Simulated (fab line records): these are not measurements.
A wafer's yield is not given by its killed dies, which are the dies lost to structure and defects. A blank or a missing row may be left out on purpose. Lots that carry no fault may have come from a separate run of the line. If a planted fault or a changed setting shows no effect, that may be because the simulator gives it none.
Problem report in the 8D (eight disciplines) form, filled by code	flow gf180mcu	the parts of the form that need people (team, actions taken, sign-off) are left out

== 1. WHAT IS WRONG ==
On 3 wafers of 1 lot, temp_c at GF_STI_WET_ETCH_17 has a mean of 146.63 C; fault-free wafers read 159.98 C, standard deviation 0.13. That is -99 or more standard deviations from the usual mean.
The step: etches Si3N4 in H3PO4, target depth 45 nm, time 514 s.
Earliest sighting: wafer L934.4 on wet_bench-02 at day 5 06:55. The record holds 39 wafers of 13 lots with a number at this step. By rule, "out" or "out of limits" means more than 4 standard deviations away from the usual mean. Any other wafer with a number is counted as sound.

== 2. WHAT IT IS; WHAT IT IS NOT ==
question	is	is not
which readings at this step	temp_c, bath_guard_temp_C	-
which lots	L934	L920, L921, L922, L923, L924, L926, L927, L930, L931, L937, L941, L942
which wafers of those lots	all that have a number	-
read on which tools	wet_bench-02	wet_bench-01, wet_bench-04
when	from day 5 06:55	up to then (27 sound wafers); but 9 sound wafers of L937, L941, L942 came after

== 3. SUSPECTS, AND WHAT RULES EACH OUT ==
Counting: any tool at a process step up to the reading is kept as a suspect provided that every lot that is out went through it and no sound lot did after the first of them.
- wet_bench-02 at GF_STI_WET_ETCH_17 (etches Si3N4 in H3PO4, target depth 45 nm, time 514 s): kept. It ran the lot that is out, L934 (day 5 06:55), and no sound lot after that; its last sound lot up to then is L926 (day 3 15:04). Its own readings are out on those wafers: bath_guard_temp_C, temp_c.
Left after counting: wet_bench-02 at GF_STI_WET_ETCH_17.

== 4. THE CAUSE (what the simulator had put in) ==
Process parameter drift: wet_bench-02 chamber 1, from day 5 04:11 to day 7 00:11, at GF_STI_WET_ETCH_17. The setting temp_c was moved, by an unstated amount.
Counting left only this tool.

== 5. SEQUENCE OF EFFECTS, ordered by route ==
Each row: a reading whose mean over the struck wafers that have a number lies more than 3 standard deviations from the usual. Scope: only readings with a usual standard deviation given in the record; hours: median across lots of the time from each lot's start at the first step in this table that gives one to its start at this step; sigmas: change in usual standard deviations.
hours	step	reading	usual	on struck wafers	change	sigmas
0	GF_STI_WET_ETCH_17	bath_guard_temp_C	160.0 C	147.2	-12.8	-26
0	GF_STI_WET_ETCH_17	temp_c	159.98 C	146.63	-13.35	-99 or more
Here are the process steps it includes:
- GF_STI_WET_ETCH_17: etches Si3N4 in H3PO4, target depth 45 nm, time 514 s.
Later steps that measure or inspect, where all struck wafers having a row at the step show a number for every such reading and not one has moved that far: GF_VT_IMPLANT_OVL_MEAS_07, GF_VT_IMPLANT_OVL_MEAS_40.

== 6. HOW IT WOULD HAVE BEEN CAUGHT EARLIER ==
In this record the first reading out of limits was taken at day 5 06:55, 3 hours after the fault began at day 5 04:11.
